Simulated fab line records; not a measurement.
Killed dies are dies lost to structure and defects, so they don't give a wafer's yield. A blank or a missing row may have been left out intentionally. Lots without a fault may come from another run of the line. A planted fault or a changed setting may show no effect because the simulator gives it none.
A lot that was struck, set against a sound lot + flow gf180mcu + 23 out of 602 route steps
Sound: wafers L592.1, L592.3, L592.6. Struck: wafer L587.4 (L587.2, L587.3, from the same lot, were not struck and are left out); the cause is given at the end.
Order at every step that has rows: each side's tool, ch and its chambers, its first start. Under that, the readings that differ: sound wafers + struck wafers + difference of the means + sigmas: that difference in standard deviations of wafers without a fault.
alike: a reading whose means differ by less than 2 such deviations, as well as words and numbers matching on both sides. not compared: withheld readings; readings where some wafer has no value; bounds like >300 that might hide an equal value; numbers whose values overlap and for which the record gives no deviation.
The two part at a step that has a row with sigmas, a row that says differs or no value, or rows on one side only. Non-overlapping numbers with no deviation appear without sigmas and do not part them. A reading missing from all wafers of one side parts the sides only when that side holds two or more wafers.

GF_M2_STRIP_17: strips in O2/N2.
  sound on plasma asher-02 ch 1, day 25 03:11; struck on plasma asher-03 ch 0, day 23 12:01
| reading            | sound       | struck | difference | sigmas |
|--------------------|-------------|--------|------------|--------|
| heater power w (W) | 307 303 321 | 332    | +22        | +2     |
  alike: drypump motor current A, oes product au, platen temp c, strip time to endpoint s
  not compared: rf hours counter h
then, 3 steps without rows for these wafers: GF_M2_STRIP_18 (strips in post etch residue remover, time 1200 s); GF_M2_CLEAN_19 (cleans in DIW); GF_V2_CVD_00 (deposits SiO2, target thk 600 nm, time 100 s).
GF_V2_THK_MEAS_01:
  struck on film metro-02, day 23 12:38; sound on film metro-04, day 25 03:47
  alike: V2_CVD_00_THK
GF_V2_CVD_02: deposits SiO2 from TEOS, target thk 850 nm, time 94.851 s.
  sound on pecvd-04 ch 0,2, day 25 03:51; struck on pecvd-04 ch 0, day 23 12:41
  alike: heater power w
GF_V2_THK_MEAS_03:
  struck on film metro-04, day 23 12:46; sound on film metro-02, day 25 03:55
  alike: V2_CVD_02_THK
GF_V2_CMP_04: polishes SiO2.
  sound on cmp-01 ch 0,1,3, day 25 03:59; struck on cmp-01 ch 1, day 23 12:52
  alike: motor current A, slurry filter dp kPa, slurry flow ml min, time to endpoint s
GF_V2_BOW_MEAS_05:
  struck on film metro-02, day 23 13:08; sound on film metro-04, day 25 04:17
  alike: V2_BOW
then, 3 steps without rows for these wafers: GF_V2_DEHYDRATE_06 (time 60 s); GF_V2_HMDS_07 (prime time 60 s); GF_V2_COAT_08.
GF_V2_COAT_09: resist thk 1000 nm.
  sound on litho track-04 ch 0, day 25 14:00; struck on litho track-01 ch 0, day 24 00:00
| reading                             | sound            | struck | difference | sigmas |
|-------------------------------------|------------------|--------|------------|--------|
| model.KrF_of_V2_COAT_09.thk nm (nm) | 997.9 996.9 1003 | 887.4  | -111.9     |        |
then, 3 steps without rows for these wafers: GF_V2_SOFTBAKE_10 (time 60 s); GF_V2_EXPOSE_11 (exposes mask Via2, target cd 260 nm); GF_V2_PEB_12 (peb time 90 s).
GF_V2_DEVELOP_13: develop time 60 s.
  sound on litho track-01 ch 0, day 26 01:09; struck on litho track-04 ch 0, day 24 11:41
| reading                             | sound         | struck | difference | sigmas |
|-------------------------------------|---------------|--------|------------|--------|
| model.KrF_of_V2_COAT_09.thk nm (nm) | 983 982 987.6 | 872.4  | -111.8     |        |
GF_V2_CD_MEAS_14: the cd target is 260 nm.
  struck on cd sem-01, day 24 11:50; sound on cd sem-02, day 26 01:18
| reading    | sound             | struck | difference | sigmas |
|------------|-------------------|--------|------------|--------|
| cd nm (nm) | 260.8 262.5 261.0 | 264.6  | +3.2       | +3     |
GF_V2_OVL_MEAS_15:
  struck on overlay-01, day 24 11:56; sound on overlay-01, day 26 01:25
  alike: V2_OVL
GF_V2_ETCH_16: etches BARC in N2/H2.
  sound on rie diel-01 ch 2,3, day 26 01:28; struck on rie diel-01 ch 2, day 24 11:58
| reading             | sound             | struck | difference | sigmas |
|---------------------|-------------------|--------|------------|--------|
| model.V2.cd nm (nm) | 260.4 260.8 260.3 | 263.8  | +3.3       |        |
  alike: drypump motor current A, h2 flow sccm, oes product au, throttle valve pct
GF_V2_ETCH_17: etches SiO2 in C4F8/O2/Ar, stops on TiN, target depth 630 nm.
  sound: rie diel-01 ch 2,3; struck: rie diel-01 ch 2
| reading             | sound             | struck | difference | sigmas |
|---------------------|-------------------|--------|------------|--------|
| model.V2.cd nm (nm) | 260.7 260.6 260.6 | 263.5  | +2.9       |        |
  alike: oes product au
GF_V2_STRIP_18: strips in O2/N2.
  sound on plasma asher-01 ch 0,1, day 26 01:35; struck on plasma asher-02 ch 0, day 24 12:06
| reading               | sound             | struck | difference | sigmas |
|-----------------------|-------------------|--------|------------|--------|
| oes product au (a.u.) | 0.592 0.591 0.596 | 0.540  | -0.053     | -10    |
  alike: drypump motor current A, heater power w, platen temp c
  not compared: rf hours counter h
then, 1 step without rows for these wafers: GF_V2_STRIP_19 (strips in post etch residue remover, time 1200 s).

== WHERE THEY PART ==
At GF_M2_STRIP_17 first; at GF_V2_STRIP_18 last (within this record only).

WHY: the cause the simulator had injected
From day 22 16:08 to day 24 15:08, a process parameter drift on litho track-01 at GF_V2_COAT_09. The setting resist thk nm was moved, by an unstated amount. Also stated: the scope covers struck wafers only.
